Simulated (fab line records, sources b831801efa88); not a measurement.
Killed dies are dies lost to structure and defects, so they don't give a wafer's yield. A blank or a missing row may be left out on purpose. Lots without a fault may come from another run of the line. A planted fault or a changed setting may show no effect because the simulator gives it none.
Chamber matching | flow sky130 | SKY_FIELD_ISO_ETCH_14 on rie_diel-02: 4 sister chambers
The step etches BARC in N2/H2, stops on SiO2, time 45.9 s, target depth 60 nm. 4 wafers are shown with their chamber, then 10 later ones without.

WAFERS WITH THEIR CHAMBER
wafer  | chamber | drypump_motor_current_A (A)
L315.1 | 0       | 5.70
L317.3 | 3       | 6.20
L320.2 | 2       | 5.74
L320.3 | 1       | 6.00

WAFERS WITHOUT THEIR CHAMBER
wafer  | drypump_motor_current_A (A)
L320.5 | 5.71
L321.1 | 5.75
L321.5 | 6.18
L321.6 | 5.73
L326.2 | 6.01
L326.4 | 5.67
L326.6 | 6.18
L330.4 | 5.68
L330.5 | 5.74
L330.6 | 6.00

WHICH CHAMBER EACH WENT THROUGH
wafer  | from the rows above     | in truth
L320.5 | can't be placed: 0 or 2 | 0
L321.1 | 2                       | 2
L321.5 | 3                       | 3
L321.6 | can't be placed: 2 or 0 | 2
L326.2 | 1                       | 1
L326.4 | 0                       | 0
L326.6 | 3                       | 3
L330.4 | 0                       | 0
L330.5 | 2                       | 2
L330.6 | 1                       | 1
Placed correctly: 8 of 10. Can't be placed from these rows: 2 (the true chamber is among the candidates in 2). Placed wrongly: 0.
How it was worked out, from the rows above alone: a wafer's distance from a chamber is the root of the sum, over the readings, of the square of ((its reading less the chamber's mean) divided by the reading's scatter). The wafer belongs to the nearest chamber; if the next one is less than 2 further off, it can't be placed. A chamber's mean is the mean of its shown wafers. The scatter: with one shown wafer a chamber, the root of the mean of the squares of how far each hidden wafer lies from its nearest shown one.
